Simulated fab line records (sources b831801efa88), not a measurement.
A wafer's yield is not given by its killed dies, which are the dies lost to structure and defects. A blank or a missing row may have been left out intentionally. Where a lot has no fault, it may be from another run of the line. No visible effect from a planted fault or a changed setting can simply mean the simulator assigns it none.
fab line records + flow gf180mcu
record
- lots=5
- wafers=15
- lastDay=33
route steps=602 shown CONTACT@314 M1@315
lots with no fault: from the same line, run without faults
startH: hours from the record's opening day to when the first of the lot's shown wafers began + waitH: time in hours since the lot's previous step + " the same as in the row above + L1.1+2: a row that stands for several wafers + - no value present, or no start provided + * or withheld: withheld + < > ~ a bound
route shown NAME@n: a module of which the file shows steps, and the number in the route of the first + usual: the fault-free wafers' mean and standard deviation + same: alike in all rows + chamber/n: place in a boat + sites: the reading at each site + _std_site: their standard deviation + _edge_site: the outer-site mean with the inner-site mean subtracted + radiusMm: for every site, how far away it sits from the centre of the wafer + mask NAME#n: copy n + behind: the last tool/chamber to shape the wafer + hold: what put the lot on hold/how long, in hours/how the hold closed + device: transistor that didn't switch, given as n, p or np + end of line: the same wafers' tests at the end of the route + for a step that has no rows: nothing shown but its recipe + killed: dies lost to structure and defects at the first sort, not the wafer's yield + map: shows each die of a wafer: x if killed, . if not, _ if none is there
set.NAME: the setting that was run; set.NAME@STEP: the one run at that earlier step + model.NAME: the simulator's own value behind a step, which no gauge read
lots seen at some steps along the route; tables by step, rows by wafer
services: from which hour (startH, from the record's first day; less than 0 if before it) a tool's chamber was out of use, for how many hours, and why
## steps
# step GF_CONTACT_CMP_27
# recipe
- stopOn=SiO2
- downForcePsi=3.5
- platenRpm=60
- tOverpolishS=15
- targetThkNm=0
- padVelocityMS=0.94248
# usual
- motorCurrentA=10.8/0.68
- overpolishRunS=15.001/0.0087
- slurryFlowMlMin=150.0/0.45
- timeToEndpointS=73.3/2.6
| lot.wafer | tool   | chamber | startH | waitH | motorCurrentA | overpolishRunS | slurryFlowMlMin | timeToEndpointS |
|-----------|--------|---------|--------|-------|---------------|----------------|-----------------|-----------------|
| L076.3    | cmp-02 | 3       | 378.95 | 0.1   | 10.2          | 15.010         | 149.9           | 75.4            |
| L076.4    | "      | 0       | "      | "     | 11.4          | 15.006         | 150.2           | 72.2            |
| L076.5    | "      | 2       | "      | "     | 10.6          | 15.002         | 149.3           | 72.7            |
| L077.3    | cmp-02 | 2       | 392.36 | 0.1   | 10.1          | 14.986         | 149.3           | 74.4            |
| L077.5    | "      | 0       | "      | "     | 11.7          | 15.005         | 150.2           | 73.5            |
| L077.6    | "      | 1       | "      | "     | 10.4          | 15.003         | 149.6           | 71.4            |
| L080.3    | cmp-01 | 3       | 414.35 | 0.0   | 10.2          | 14.984         | 150.0           | 73.9            |
| L080.4    | "      | 0       | "      | "     | 10.0          | 15.004         | 150.1           | 74.5            |
| L080.1    | "      | 2       | "      | "     | 11.8          | 14.996         | 150.2           | 77.2            |
| L081.2    | cmp-01 | 2       | 423.58 | 0.0   | 11.5          | 14.994         | 150.0           | 75.3            |
| L081.6    | "      | 2       | "      | "     | 12.6          | 15.002         | 149.5           | 74.9            |
| L081.5    | "      | 3       | "      | "     | 10.7          | 15.003         | 149.7           | 75.1            |
| L091.4    | cmp-01 | 0       | 516.47 | 0.0   | 9.8           | 15.017         | 150.3           | 71.3            |
| L091.2    | "      | 1       | "      | "     | 11.7          | 15.005         | 150.0           | 71.4            |
| L091.6    | "      | 0       | "      | "     | 10.0          | 14.985         | 150.2           | 71.3            |
# step GF_M1_SPUTTER_00
# recipe
- material=Ti
- targetThkNm=37.5
- arrivingIonEnergyEv=80
- substrateTempC=200
- chamberPressurePa=2
- powerW=4000
- timeS=150
# usual
- chamberPressurePa=2.000/0.0043
- throttleValvePct=29.9/0.95
| lot.wafer | tool          | chamber | startH | waitH | chamberPressurePa | throttleValvePct |
|-----------|---------------|---------|--------|-------|-------------------|------------------|
| L076.3    | pvdSputter-04 | -       | 379.15 | 0.1   | 1.998             | 30.4             |
| L076.4    | "             | -       | "      | "     | 2.006             | 30.7             |
| L076.5    | "             | -       | "      | "     | 2.002             | 29.6             |
| L077.3    | pvdSputter-04 | -       | 392.56 | 0.1   | 1.992             | 30.6             |
| L077.5    | "             | -       | "      | "     | 2.006             | 29.6             |
| L077.6    | "             | -       | "      | "     | 1.991             | 30.6             |
| L080.1    | pvdSputter-02 | -       | 414.65 | 0.1   | 2.000             | 28.8             |
| L080.3    | "             | -       | "      | "     | 1.998             | 30.9             |
| L080.4    | "             | -       | "      | "     | 2.003             | 31.0             |
| L081.2    | pvdSputter-04 | -       | 423.88 | 0.2   | 2.007             | 29.7             |
| L081.5    | "             | -       | "      | "     | 2.005             | 30.2             |
| L081.6    | "             | -       | "      | "     | 2.010             | 29.1             |
| L091.2    | pvdSputter-03 | -       | 516.77 | 0.2   | 2.009             | 30.3             |
| L091.4    | "             | -       | "      | "     | 2.005             | 28.0             |
| L091.6    | "             | -       | "      | "     | 2.002             | 30.3             |
# step GF_M1_SPUTTER_01
# recipe
- material=TiN
- targetThkNm=30
- powerW=6500
- timeS=25
- chamberPressurePa=0.4
# usual
- chamberPressurePa=0.3999/0.00079
- throttleValvePct=29.8/0.95
| lot.wafer | tool          | chamber | startH | waitH | chamberPressurePa | throttleValvePct |
|-----------|---------------|---------|--------|-------|-------------------|------------------|
| L076.3    | pvdSputter-04 | -       | 379.25 | 0.1   | 0.4009            | 30.4             |
| L076.4    | "             | -       | "      | "     | 0.4003            | 30.7             |
| L076.5    | "             | -       | "      | "     | 0.3991            | 29.8             |
| L077.3    | pvdSputter-04 | -       | 392.66 | 0.1   | 0.4004            | 30.9             |
| L077.5    | "             | -       | "      | "     | 0.4001            | 29.3             |
| L077.6    | "             | -       | "      | "     | 0.4003            | 30.7             |
| L080.1    | pvdSputter-02 | -       | 414.75 | 0.1   | 0.4005            | 28.9             |
| L080.3    | "             | -       | "      | "     | 0.3999            | 30.6             |
| L080.4    | "             | -       | "      | "     | 0.3991            | 31.2             |
| L081.2    | pvdSputter-04 | -       | 423.98 | 0.1   | 0.4010            | 29.4             |
| L081.5    | "             | -       | "      | "     | 0.4005            | 30.1             |
| L081.6    | "             | -       | "      | "     | 0.3986            | 28.6             |
| L091.2    | pvdSputter-03 | -       | 516.87 | 0.1   | 0.3998            | 30.3             |
| L091.4    | "             | -       | "      | "     | 0.4008            | 28.0             |
| L091.6    | "             | -       | "      | "     | 0.3993            | 30.3             |
# step GF_M1_SPUTTER_02
# recipe
- material=AlCu
- targetThkNm=450
- powerW=10600
- timeS=23.9
- chamberPressurePa=0.4
# usual
- chamberPressurePa=0.4000/0.00082
- throttleValvePct=29.8/0.95
| lot.wafer | tool          | chamber | startH | waitH | chamberPressurePa | throttleValvePct |
|-----------|---------------|---------|--------|-------|-------------------|------------------|
| L076.3    | pvdSputter-04 | -       | 379.28 | 0.0   | 0.3998            | 30.1             |
| L076.4    | "             | -       | "      | "     | 0.3984            | 30.8             |
| L076.5    | "             | -       | "      | "     | 0.3999            | 29.4             |
| L077.3    | pvdSputter-04 | -       | 392.69 | 0.0   | 0.3997            | 30.7             |
| L077.5    | "             | -       | "      | "     | 0.4007            | 29.9             |
| L077.6    | "             | -       | "      | "     | 0.3991            | 30.6             |
| L080.1    | pvdSputter-02 | -       | 414.78 | 0.0   | 0.3989            | 28.8             |
| L080.3    | "             | -       | "      | "     | 0.3987            | 30.6             |
| L080.4    | "             | -       | "      | "     | 0.4005            | 30.9             |
| L081.2    | pvdSputter-04 | -       | 424.01 | 0.0   | 0.4003            | 29.6             |
| L081.5    | "             | -       | "      | "     | 0.4003            | 30.1             |
| L081.6    | "             | -       | "      | "     | 0.3998            | 28.6             |
| L091.2    | pvdSputter-03 | -       | 516.90 | 0.0   | 0.3996            | 30.7             |
| L091.4    | "             | -       | "      | "     | 0.4010            | 28.5             |
| L091.6    | "             | -       | "      | "     | 0.3992            | 30.4             |
# step GF_M1_SPUTTER_03
# recipe
- material=Ti
- targetThkNm=10
- substrateTempC=300
- chamberPressurePa=0.3
- powerW=3000
- timeS=6.7
# usual
- chamberPressurePa=0.3000/0.00056
- throttleValvePct=29.8/0.94
| lot.wafer | tool          | chamber | startH | waitH | chamberPressurePa | throttleValvePct |
|-----------|---------------|---------|--------|-------|-------------------|------------------|
| L076.3    | pvdSputter-04 | -       | 379.31 | 0.0   | 0.2998            | 30.3             |
| L076.4    | "             | -       | "      | "     | 0.2998            | 30.6             |
| L076.5    | "             | -       | "      | "     | 0.3007            | 29.5             |
| L077.3    | pvdSputter-04 | -       | 392.72 | 0.0   | 0.3007            | 30.8             |
| L077.5    | "             | -       | "      | "     | 0.2994            | 29.5             |
| L077.6    | "             | -       | "      | "     | 0.3002            | 30.6             |
| L080.1    | pvdSputter-02 | -       | 414.81 | 0.0   | 0.2999            | 28.7             |
| L080.3    | "             | -       | "      | "     | 0.3007            | 30.5             |
| L080.4    | "             | -       | "      | "     | 0.3000            | 31.1             |
| L081.2    | pvdSputter-04 | -       | 424.04 | 0.0   | 0.3003            | 29.5             |
| L081.5    | "             | -       | "      | "     | 0.3001            | 30.1             |
| L081.6    | "             | -       | "      | "     | 0.3005            | 28.7             |
| L091.2    | pvdSputter-03 | -       | 516.93 | 0.0   | 0.3000            | 30.6             |
| L091.4    | "             | -       | "      | "     | 0.3003            | 28.3             |
| L091.6    | "             | -       | "      | "     | 0.2991            | 30.4             |
# step GF_M1_SPUTTER_04
# recipe
- material=TiN
- targetThkNm=50
- powerW=6500
- timeS=41.7
- chamberPressurePa=0.4
# usual
- chamberPressurePa=0.3999/0.00082
- throttleValvePct=29.9/0.95
| lot.wafer | tool          | chamber | startH | waitH | chamberPressurePa | throttleValvePct |
|-----------|---------------|---------|--------|-------|-------------------|------------------|
| L076.3    | pvdSputter-04 | -       | 379.33 | 0.0   | 0.3995            | 30.1             |
| L076.4    | "             | -       | "      | "     | 0.3993            | 30.4             |
| L076.5    | "             | -       | "      | "     | 0.3999            | 29.7             |
| L077.3    | pvdSputter-04 | -       | 392.74 | 0.0   | 0.4009            | 30.8             |
| L077.5    | "             | -       | "      | "     | 0.3999            | 29.4             |
| L077.6    | "             | -       | "      | "     | 0.4006            | 30.5             |
| L080.1    | pvdSputter-02 | -       | 414.83 | 0.0   | 0.3999            | 28.9             |
| L080.3    | "             | -       | "      | "     | 0.4000            | 30.5             |
| L080.4    | "             | -       | "      | "     | 0.4016            | 30.9             |
| L081.2    | pvdSputter-04 | -       | 424.07 | 0.0   | 0.4002            | 29.8             |
| L081.5    | "             | -       | "      | "     | 0.4007            | 30.4             |
| L081.6    | "             | -       | "      | "     | 0.3997            | 28.8             |
| L091.2    | pvdSputter-03 | -       | 516.95 | 0.0   | 0.4009            | 30.5             |
| L091.4    | "             | -       | "      | "     | 0.4006            | 28.3             |
| L091.6    | "             | -       | "      | "     | 0.4007            | 30.6             |
# step GF_M1_RS_MEAS_05
# recipe
- thkMeasGauge=four-point-probe
- reads=TiN_of_M1_SPUTTER_04+Ti_of_M1_SPUTTER_03+AlCu_of_M1_SPUTTER_02+TiN_of_M1_SPUTTER_01+Ti_of_M1_SPUTTER_00
# usual
- M1_ALCU_RS=0.0693/0.00079
| lot.wafer | tool         | chamber | startH | waitH | M1_ALCU_RS[ohm/sq] |
|-----------|--------------|---------|--------|-------|--------------------|
| L076.3    | filmMetro-04 | -       | 379.41 | 0.1   | 0.0687             |
| L076.4    | "            | -       | "      | "     | 0.0684             |
| L076.5    | "            | -       | "      | "     | 0.0683             |
| L077.3    | filmMetro-03 | -       | 392.82 | 0.1   | 0.0691             |
| L077.5    | "            | -       | "      | "     | 0.0686             |
| L077.6    | "            | -       | "      | "     | 0.0690             |
| L080.1    | filmMetro-02 | -       | 414.87 | 0.0   | 0.0689             |
| L080.3    | "            | -       | "      | "     | 0.0695             |
| L080.4    | "            | -       | "      | "     | 0.0693             |
| L081.2    | filmMetro-04 | -       | 424.13 | 0.0   | 0.0693             |
| L081.5    | "            | -       | "      | "     | 0.0698             |
| L081.6    | "            | -       | "      | "     | 0.0706             |
| L091.2    | filmMetro-03 | -       | 517.01 | 0.0   | 0.0688             |
| L091.4    | "            | -       | "      | "     | 0.0693             |
| L091.6    | "            | -       | "      | "     | 0.0688             |
# step GF_M1_THK_MEAS_06
# recipe
- thkMeasGauge=xrf
- reads=AlCu_of_M1_SPUTTER_02
# usual
- M1_ALCU_THK=450/6
| lot.wafer | tool         | chamber | startH | waitH | M1_ALCU_THK[nm] |
|-----------|--------------|---------|--------|-------|-----------------|
| L076.3    | filmMetro-04 | -       | 379.51 | 0.1   | 457             |
| L076.4    | "            | -       | "      | "     | 458             |
| L076.5    | "            | -       | "      | "     | 461             |
| L077.3    | filmMetro-03 | -       | 392.92 | 0.1   | 445             |
| L077.5    | "            | -       | "      | "     | 447             |
| L077.6    | "            | -       | "      | "     | 448             |
| L080.1    | filmMetro-02 | -       | 414.99 | 0.1   | 454             |
| L080.3    | "            | -       | "      | "     | 449             |
| L080.4    | "            | -       | "      | "     | 452             |
| L081.2    | filmMetro-04 | -       | 424.24 | 0.1   | 458             |
| L081.5    | "            | -       | "      | "     | 451             |
| L081.6    | "            | -       | "      | "     | 445             |
| L091.2    | filmMetro-03 | -       | 517.12 | 0.1   | 448             |
| L091.4    | "            | -       | "      | "     | 447             |
| L091.6    | "            | -       | "      | "     | 451             |
# step GF_M1_DEHYDRATE_07
# recipe
- tempC=200
- timeS=60
| lot.wafer  | tool          | chamber | startH | waitH |
|------------|---------------|---------|--------|-------|
| L076.3+4+5 | lithoTrack-04 | 0       | 390.45 | 10.9  |
| L077.3+5+6 | lithoTrack-02 | 0       | 404.12 | 11.2  |
| L080.1+3+4 | lithoTrack-04 | 0       | 426.70 | 11.7  |
| L081.2+5+6 | lithoTrack-03 | 0       | 435.82 | 11.6  |
| L091.2+4+6 | lithoTrack-03 | 0       | 528.37 | 11.2  |
# step GF_M1_HMDS_08
# recipe
- primeTimeS=60
- primeTempC=120
| lot.wafer  | tool          | chamber | startH | waitH |
|------------|---------------|---------|--------|-------|
| L076.3+4+5 | lithoTrack-04 | 0       | 390.60 | 0.1   |
| L077.3+5+6 | lithoTrack-02 | 0       | 404.27 | 0.1   |
| L080.1+3+4 | lithoTrack-04 | 0       | 426.85 | 0.1   |
| L081.2+5+6 | lithoTrack-03 | 0       | 435.97 | 0.1   |
| L091.2+4+6 | lithoTrack-03 | 0       | 528.52 | 0.1   |
# step GF_M1_COAT_09
# recipe
- resist=KrF
- spinRpm=withheld
- resistThkNm=1000
| lot.wafer  | tool          | chamber | startH | waitH |
|------------|---------------|---------|--------|-------|
| L076.3+4+5 | lithoTrack-04 | 0       | 390.75 | 0.1   |
| L077.3+5+6 | lithoTrack-02 | 0       | 404.42 | 0.1   |
| L080.1+3+4 | lithoTrack-04 | 0       | 427.00 | 0.1   |
| L081.2+5+6 | lithoTrack-03 | 0       | 436.12 | 0.1   |
| L091.2+4+6 | lithoTrack-03 | 0       | 528.67 | 0.1   |
# step GF_M1_SOFTBAKE_10
# recipe
- tempC=130
- timeS=60
- resist=KrF
| lot.wafer  | tool          | chamber | startH | waitH |
|------------|---------------|---------|--------|-------|
| L076.3+4+5 | lithoTrack-04 | 0       | 390.90 | 0.1   |
| L077.3+5+6 | lithoTrack-02 | 0       | 404.57 | 0.1   |
| L080.1+3+4 | lithoTrack-04 | 0       | 427.15 | 0.1   |
| L081.2+5+6 | lithoTrack-03 | 0       | 436.27 | 0.1   |
| L091.2+4+6 | lithoTrack-03 | 0       | 528.82 | 0.1   |
# step GF_M1_EXPOSE_11
# recipe
- maskId=Metal1
- targetCdNm=230
- na=0.68
- sourceShape=conventional
- sigmaOuter=0.6
- doseMj=28
| lot.wafer  | tool          | chamber | startH | waitH | mask     |
|------------|---------------|---------|--------|-------|----------|
| L076.3+4+5 | krfScanner-01 | 0       | -      | -     | Metal1#0 |
| L077.3+5+6 | krfScanner-02 | 0       | -      | -     | Metal1#0 |
| L080.1+3+4 | krfScanner-01 | 0       | -      | -     | Metal1#0 |
| L081.2+5+6 | krfScanner-01 | 0       | -      | -     | Metal1#0 |
| L091.2+4+6 | krfScanner-01 | 0       | -      | -     | Metal1#0 |
## services
| tool          | chamber | startH | hours | kind                  |
|---------------|---------|--------|-------|-----------------------|
| krfScanner-02 | -       | 355.84 | 0.2   | repair                |
| pvdSputter-02 | -       | 368.58 | 1.0   | repair                |
| krfScanner-01 | -       | 373.62 | 1.0   | pm                    |
| cmp-02        | -       | 387.58 | 0.3   | repair                |
| pvdSputter-02 | -       | 395.69 | 9.8   | repair                |
| krfScanner-01 | -       | 399.63 | 3.3   | repair                |
| krfScanner-02 | -       | 403.26 | 0.8   | pm                    |
| cmp-01        | -       | 404.46 | 4.0   | pm                    |
| krfScanner-01 | -       | 405.02 | 0.8   | pm                    |
| cmp-01        | -       | 415.53 | 1.1   | repair                |
| krfScanner-02 | -       | 417.14 | 1.3   | pm                    |
| cmp-02        | -       | 434.37 | 2.6   | repair                |
| pvdSputter-04 | 0       | 437.55 | -     | consumableReplace:kit |
| pvdSputter-04 | 0       | 437.55 | 18.0  | scheduledDown         |
| krfScanner-01 | -       | 438.27 | 0.8   | repair                |
| krfScanner-02 | -       | 439.75 | 1.0   | pm                    |
| pvdSputter-02 | -       | 456.31 | 1.7   | repair                |
| pvdSputter-04 | -       | 471.29 | 0.5   | repair                |
| cmp-02        | -       | 473.92 | 1.5   | repair                |
| krfScanner-01 | -       | 493.81 | 1.3   | pm                    |
| cmp-02        | -       | 497.13 | 3.7   | repair                |
| pvdSputter-02 | -       | 508.25 | 0.9   | repair                |
| krfScanner-02 | -       | 511.78 | 4.4   | pm                    |
| krfScanner-01 | -       | 516.15 | 4.4   | pm                    |
## key
fault none
